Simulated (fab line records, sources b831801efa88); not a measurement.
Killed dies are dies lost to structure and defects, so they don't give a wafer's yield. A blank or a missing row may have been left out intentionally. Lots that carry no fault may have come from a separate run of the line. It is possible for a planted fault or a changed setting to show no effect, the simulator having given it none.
fab line records ; flow sky130
[record] lots = 7; wafers = 19; lastDay = 50
route steps=708 shown RES_XHIGH@336 SD_N@342 PAD_OPEN@708
lots that met no fault: from a run of the same line without faults
startH: hours from the record's opening day to when the first of the lot's shown wafers began ; waitH: hours from the lot's prior step to this one ; " same as the row above ; L1.1+2: one row covering several wafers at once ; - no value present, or no start provided ; * or withheld: withheld ; < > ~ a bound
route shown NAME@n: a module of which the file shows steps, and the number in the route of the first ; usual: mean and standard deviation over wafers with no fault ; same: alike in all rows ; chamber/n: place in a boat ; sites: per-site readings ; _std_site: how widely they spread, as a standard deviation ; _edge_site: inner sites' mean taken away from outer sites' mean ; radiusMm: for every site, how far away it sits from the centre of the wafer ; mask NAME#n: copy n ; behind: the last tool/chamber to shape the wafer ; hold: cause of the lot's hold/its duration in hours/its outcome ; device: the n, p or np transistor that did not switch ; end of line: tests of these same wafers at the route's end ; for a step that has no rows: nothing shown but its recipe ; killed: at the first sort, the dies lost to defects and structure; wafer yield is something else ; map: per-die view of a wafer (x killed, . not killed, _ where there is no die)
set.NAME: the setting that was run; set.NAME@STEP: the one run at that earlier step ; model.NAME: the simulator's own value behind a step, which no gauge read
lots at some steps of the route; a table a step, a row a wafer
services: when a tool's chamber went out of use (startH, in hours from the record's first day, below 0 if earlier), for how many hours, and the reason
[[steps]]
[step SKY_RES_XHIGH_EXPOSE_04]
[recipe] maskId = URPM; na = 0.6; sourceShape = conventional; sigmaOuter = 0.6; polarization = unpolarized; targetCdNm = 1270; doseMj = 140
[step SKY_RES_XHIGH_PEB_05]
[recipe] tempC = withheld; timeS = *; resist = NOVOLAK
[step SKY_RES_XHIGH_DEVELOP_06]
[recipe] resist = NOVOLAK; developer = TMAH; developTimeS = 60; devTempC = 23
[step SKY_RES_XHIGH_IMPLANT_07]
[recipe] species = BF2; energyKev = 20; doseCm2 = 3.6e+14; tiltDeg = 0
[step SKY_RES_XHIGH_STRIP_08]
[recipe] chemistry = O2/N2; powerW = 1400; pressureMtorr = 1500; platenTempC = withheld; o2FlowSccm = 3000; n2FlowSccm = 300; overashFraction = 0.5
[usual] drypumpMotorCurrentA = 5.5/0.36; oesProductAu = 0.712/0.0041; stripTimeToEndpointS = 14.28/0.047
[same] overashFraction = 0.5
lot.wafer;tool;chamber;startH;waitH;drypumpMotorCurrentA;oesProductAu;rfHoursCounterH;stripTimeToEndpointS
L971.1;plasmaAsher-04;1;666.88;0.1;5.3;0.715;97;14.25
L971.4;plasmaAsher-04;0;666.88;0.1;5.3;0.708;-;14.27
L972.2;plasmaAsher-04;0;670.08;0.1;5.3;0.711;98;14.30
L972.5;plasmaAsher-04;0;670.08;0.1;5.3;0.707;-;14.29
L972.6;plasmaAsher-04;1;670.08;0.1;5.3;0.713;-;14.29
L975.3;plasmaAsher-03;0;696.70;0.1;6.4;0.713;-;14.27
L975.5;plasmaAsher-03;0;696.70;0.1;6.4;0.716;-;14.29
L979.3;plasmaAsher-02;0;728.90;0.1;5.5;0.708;-;14.29
L979.4;plasmaAsher-02;1;728.90;0.1;5.4;0.705;-;14.28
L979.5;plasmaAsher-02;0;728.90;0.1;5.5;0.708;-;14.29
L986.4;plasmaAsher-03;1;777.45;0.1;5.3;0.714;-;14.34
L986.5;plasmaAsher-03;0;777.45;0.1;6.4;0.716;-;14.35
L986.6;plasmaAsher-03;1;777.45;0.1;5.3;0.705;-;14.31
L987.1;plasmaAsher-04;1;786.28;0.1;5.3;0.712;4;14.28
L987.2;plasmaAsher-04;0;786.28;0.1;5.3;0.713;4;14.29
L987.6;plasmaAsher-04;1;786.28;0.1;5.3;0.713;-;14.29
L989.2;plasmaAsher-02;1;795.17;0.1;5.4;0.710;36;14.29
L989.4;plasmaAsher-02;1;795.17;0.1;5.4;0.714;-;14.32
L989.5;plasmaAsher-02;1;795.17;0.1;5.4;0.710;-;14.30
[step SKY_RES_XHIGH_TW_MEAS_09]
[usual] RES_XHIGH_TW = 1635/11
lot.wafer;tool;chamber;startH;waitH;RES_XHIGH_TW
L971.1;filmMetro-02;-;666.98;0.1;1641
L971.4;filmMetro-02;-;666.98;0.1;1638
L972.2;filmMetro-02;-;670.19;0.1;1631
L972.5;filmMetro-02;-;670.19;0.1;1637
L972.6;filmMetro-02;-;670.19;0.1;1635
L975.3;filmMetro-04;-;696.79;0.1;1631
L975.5;filmMetro-04;-;696.79;0.1;1630
L979.3;filmMetro-04;-;728.98;0.1;1628
L979.4;filmMetro-04;-;728.98;0.1;1616
L979.5;filmMetro-04;-;728.98;0.1;1619
L986.4;filmMetro-04;-;777.55;0.1;1638
L986.5;filmMetro-04;-;777.55;0.1;1630
L986.6;filmMetro-04;-;777.55;0.1;1633
L987.1;filmMetro-04;-;786.38;0.1;1636
L987.2;filmMetro-04;-;786.38;0.1;1643
L987.6;filmMetro-04;-;786.38;0.1;1639
L989.2;filmMetro-03;-;795.28;0.1;1637
L989.4;filmMetro-03;-;795.28;0.1;1631
L989.5;filmMetro-03;-;795.28;0.1;1638
[step SKY_SD_N_DEHYDRATE_00]
[recipe] tempC = 200; timeS = 60
[step SKY_SD_N_HMDS_01]
[recipe] primeTimeS = 60; primeTempC = 120
[step SKY_SD_N_COAT_02]
[recipe] resist = NOVOLAK; spinRpm = 3000; resistThkNm = 1140
[step SKY_SD_N_SOFTBAKE_03]
[recipe] tempC = 90; timeS = 60; resist = NOVOLAK
[step SKY_SD_N_EXPOSE_04]
[recipe] maskId = NSDM; na = 0.6; sourceShape = conventional; sigmaOuter = 0.6; polarization = unpolarized; targetCdNm = 380; doseMj = 141
[step SKY_SD_N_PEB_05]
[recipe] tempC = withheld; timeS = *; resist = NOVOLAK
[step SKY_SD_N_DEVELOP_06]
[recipe] resist = NOVOLAK; developer = TMAH; developTimeS = 60; devTempC = 23
lot.wafer;tool;chamber;startH;waitH
L971.1+4;lithoTrack-01;0;695.41;0.1
L972.2+5+6;lithoTrack-01;0;698.89;0.1
L975.3+5;lithoTrack-01;0;723.61;0.1
L979.3+4+5;lithoTrack-03;0;755.97;0.1
L986.4+5+6;lithoTrack-01;0;803.79;0.1
L987.1+2+6;lithoTrack-03;0;811.92;0.1
L989.2+4+5;lithoTrack-04;0;820.54;0.1
[step SKY_SD_N_CD_MEAS_07]
[recipe] targetCdNm = 380
[usual] cdNm = 379.3/2.3
lot.wafer;tool;chamber;startH;waitH;cdNm
L971.1;cdSem-02;-;695.56;0.1;273.3
L971.4;cdSem-02;-;695.56;0.1;377.1
L972.2;cdSem-02;-;699.03;0.1;378.2
L972.5;cdSem-02;-;699.03;0.1;274.2
L972.6;cdSem-02;-;699.03;0.1;379.1
L975.3;cdSem-01;-;723.75;0.1;384.0
L975.5;cdSem-01;-;723.75;0.1;279.5
L979.3;cdSem-02;-;756.11;0.1;377.3
L979.4;cdSem-02;-;756.11;0.1;378.6
L979.5;cdSem-02;-;756.11;0.1;377.6
L986.4;cdSem-02;-;803.92;0.1;377.2
L986.5;cdSem-02;-;803.92;0.1;378.4
L986.6;cdSem-02;-;803.92;0.1;378.1
L987.1;cdSem-02;-;812.07;0.1;380.8
L987.2;cdSem-02;-;812.07;0.1;382.2
L987.6;cdSem-02;-;812.07;0.1;380.1
L989.2;cdSem-01;-;820.69;0.1;379.9
L989.4;cdSem-01;-;820.69;0.1;379.2
L989.5;cdSem-01;-;820.69;0.1;377.8
[step SKY_SD_N_OVL_MEAS_08]
[usual] SD_N_OVL = 0.5/1.3
lot.wafer;tool;chamber;startH;waitH;SD_N_OVL[nm]
L971.1;overlay-02;-;695.68;0.1;0.6
L971.4;overlay-02;-;695.68;0.1;1.2
L972.2;overlay-01;-;699.14;0.1;0.6
L972.5;overlay-01;-;699.14;0.1;2.0
L972.6;overlay-01;-;699.14;0.1;0.7
L975.3;overlay-01;-;723.85;0.1;2.0
L975.5;overlay-01;-;723.85;0.1;0.9
L979.3;overlay-01;-;756.20;0.1;0.2
L979.4;overlay-01;-;756.20;0.1;0.5
L979.5;overlay-01;-;756.20;0.1;-0.3
L986.4;overlay-02;-;804.00;0.1;0.2
L986.5;overlay-02;-;804.00;0.1;-0.8
L986.6;overlay-02;-;804.00;0.1;0.4
L987.1;overlay-02;-;812.19;0.1;-0.1
L987.2;overlay-02;-;812.19;0.1;1.7
L987.6;overlay-02;-;812.19;0.1;-0.5
L989.2;overlay-01;-;820.79;0.1;0.3
L989.4;overlay-01;-;820.79;0.1;-1.1
L989.5;overlay-01;-;820.79;0.1;0.0
[step SKY_PAD_OPEN_PROBE_99]
[usual] killed_at_M0_to_M3 = 42/6.1; killed_at_M4_up = 3.4/2; killedAtContacts = 23/4.8; killedAtFrontEnd = 15/3.8; killedAtOther = 0.3/0.48; killedDies = 84/8.5; killedOpen = 46/6.8; killedShort = 38/6.2
[same] grossDies = 492; killedAtBackSide = 0
lot.wafer;tool;chamber;startH;waitH;killed_at_M0_to_M3;killed_at_M4_up;killedAtContacts;killedAtFrontEnd;killedAtOther;killedDies;killedOpen;killedShort
L975.3;prober-02;-;1133.71;0.2;43;1;19;12;0;75;46;29
L975.5;prober-02;-;1133.81;0.2;43;7;19;9;0;78;39;39
// killed by level:class
L975.3 VIA1:geometricParticle:open=10 LI_CONTACT:geometricParticle:open=9 CONTACT:geometricParticle:open=6 VIA2:geometricParticle:open=6 VIA3:geometricParticle:open=5 FIELD_ISO:geometricParticle:short=4 METAL1:geometricParticle:short=4 VIA3:geometricParticle:short=4
L975.5 CONTACT:geometricParticle:open=9 VIA1:geometricParticle:open=9 VIA3:geometricParticle:open=8 METAL2:geometricParticle:short=5 VIA2:geometricParticle:open=5 METAL4:geometricParticle:short=5 FIELD_ISO:geometricParticle:short=4 VIA1:geometricParticle:short=4
[[services]]
tool;chamber;startH;hours;kind
plasmaAsher-04;-;654.46;0.6;repair
plasmaAsher-04;-;702.76;2.8;pm
plasmaAsher-04;-;733.75;9.0;pm
plasmaAsher-04;0;733.75;9.0;ventCycle
plasmaAsher-04;1;733.75;9.0;ventCycle
plasmaAsher-04;0;742.75;-;clean
plasmaAsher-04;1;742.75;-;clean
plasmaAsher-04;-;750.63;6.0;repair
plasmaAsher-03;-;768.12;8.2;repair
plasmaAsher-03;-;783.98;2.8;pm
[[key]]
[firstSign] step = SKY_SD_N_CD_MEAS_07; reading = cdNm; direction = down; sigmas = 46; usual = 379.3; struck = 275.7
effect none on later readings
metAt SKY_SD_N_DEVELOP_06
struckWafers L971.1,L972.5,L975.5
testerLeftOut L971,L972,L975
[fault] kind = processParameterDrift; tool = lithoTrack-01; chamber = -; onsetH = 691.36; steps = SKY_SD_N_DEVELOP_06; channel = developTimeS; offset = *; shape = step; endH = 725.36; scope = struckWafersOnly; actsIn = *; stated = *
// testerLeftOut: of these lots the tester's yield and bins aren't shown, on N5 and GAA mostly nor the transistor test; their killed dies are dies lost to structure and defects alone, not to doping, threshold or leakage, so they don't give the yield
